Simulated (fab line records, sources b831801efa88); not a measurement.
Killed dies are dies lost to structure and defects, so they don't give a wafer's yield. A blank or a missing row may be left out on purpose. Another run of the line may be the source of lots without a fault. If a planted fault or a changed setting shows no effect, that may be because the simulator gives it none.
Matching of chambers ; flow gf180mcu ; 4 sister chambers for GF_STI_CMP_25 on cmp-01
The step polishes, stops on Si3N4, t overpolish 33 s, target thk 524.6 nm. 4 wafers are shown with their chamber, then 10 later ones without.

## WAFERS WITH THEIR CHAMBER
wafer;chamber;motorCurrentA (A)
L565.6;0;12.8
L570.5;2;11.9
L574.1;1;12.9
L574.3;3;10.1

## WAFERS WITHOUT THEIR CHAMBER
wafer;motorCurrentA (A)
L574.4;13.5
L580.2;11.4
L580.5;13.3
L580.6;10.1
L582.2;12.6
L582.3;12.1
L582.4;10.0
L585.2;10.0
L585.4;12.3
L585.5;12.7

## EACH ONE'S CHAMBER
wafer;from the rows above;in truth
L574.4;can't be placed: 1 or 0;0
L580.2;2;2
L580.5;can't be placed: 1 or 0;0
L580.6;3;3
L582.2;can't be placed: 0 or 1 or 2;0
L582.3;can't be placed: 2 or 0 or 1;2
L582.4;3;3
L585.2;3;3
L585.4;can't be placed: 2 or 0 or 1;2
L585.5;can't be placed: 0 or 1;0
Placed correctly: 4 of 10. These rows do not allow placing 6 (true chamber among the candidates in 6). 0 placed wrongly.
How it was worked out, from the rows above alone: a wafer's distance from a chamber is the root of the sum, over the readings, of the square of ((its reading less the chamber's mean) divided by the reading's scatter). The wafer belongs to the nearest chamber; if the next one is less than 2 further off, it can't be placed. The mean given for a chamber averages the wafers shown for that chamber. The scatter (one wafer shown for each chamber): square how far every hidden wafer sits from the nearest shown wafer, average those squares and take the square root.
